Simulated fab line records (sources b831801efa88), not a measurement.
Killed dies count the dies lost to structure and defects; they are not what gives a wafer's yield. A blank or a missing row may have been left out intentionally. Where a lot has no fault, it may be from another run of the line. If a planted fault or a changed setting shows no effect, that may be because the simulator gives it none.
Matching of chambers + flow gf180mcu + 4 sister chambers for GF_V4_CMP_26 on cmp-02
The step polishes, stops on SiO2, t overpolish 15 s, target thk 0 nm. 8 wafers are shown with their chamber, then 12 later ones without.

== WAFERS PAIRED WITH THEIR CHAMBERS ==
| wafer  | chamber | motor current A (A) | time to endpoint s (s) |
|--------|---------|---------------------|------------------------|
| L083.6 | 0       | 9.4                 | 86                     |
| L090.4 | 1       | 8.8                 | 92                     |
| L089.1 | 0       | 10.5                | 90                     |
| L089.3 | 3       | 9.7                 | 85                     |
| L089.5 | 2       | 12.3                | 82                     |
| L091.3 | 3       | 10.0                | 87                     |
| L091.4 | 1       | 8.9                 | 89                     |
| L091.6 | 2       | 12.7                | 79                     |

== WAFERS MISSING THEIR CHAMBER ==
| wafer  | motor current A (A) | time to endpoint s (s) |
|--------|---------------------|------------------------|
| L092.2 | 9.9                 | 90                     |
| L092.3 | 9.5                 | 86                     |
| L092.6 | 10.4                | 89                     |
| L094.2 | 8.8                 | 87                     |
| L094.3 | 10.0                | 86                     |
| L094.6 | 9.1                 | 90                     |
| L095.1 | 9.4                 | 80                     |
| L095.3 | 8.9                 | 88                     |
| L095.4 | 10.2                | 86                     |
| L097.1 | 11.9                | 79                     |
| L097.5 | 8.6                 | 90                     |
| L097.6 | 9.9                 | 83                     |

== EACH ONE'S CHAMBER ==
| wafer  | from the rows above          | in truth |
|--------|------------------------------|----------|
| L092.2 | can't be placed: 0 or 3 or 1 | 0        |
| L092.3 | can't be placed: 3 or 0 or 1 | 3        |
| L092.6 | can't be placed: 0 or 3      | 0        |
| L094.2 | can't be placed: 1 or 3 or 0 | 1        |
| L094.3 | can't be placed: 3 or 0      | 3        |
| L094.6 | can't be placed: 1 or 0 or 3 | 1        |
| L095.1 | can't be placed: 3 or 0      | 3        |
| L095.3 | can't be placed: 1 or 3 or 0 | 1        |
| L095.4 | can't be placed: 3 or 0      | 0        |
| L097.1 | 2                            | 2        |
| L097.5 | 1                            | 1        |
| L097.6 | can't be placed: 3 or 0      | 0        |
Placed correctly: 2 of 12. Unplaceable from these rows: 10, with the true chamber sitting among the candidates in 10. Wrongly placed: 0.
How it was worked out, from the rows above alone: a wafer's distance from a chamber is the root of the sum, over the readings, of the square of ((its reading less the chamber's mean) divided by the reading's scatter). The wafer belongs to the nearest chamber; if the next one is less than 2 further off, it can't be placed. For every chamber, the mean is computed from those of its wafers that are shown. How the scatter is found: for the shown wafers, subtract from each reading the mean of its chamber, square and add these, divide the total by (wafers less chambers), then take the root.
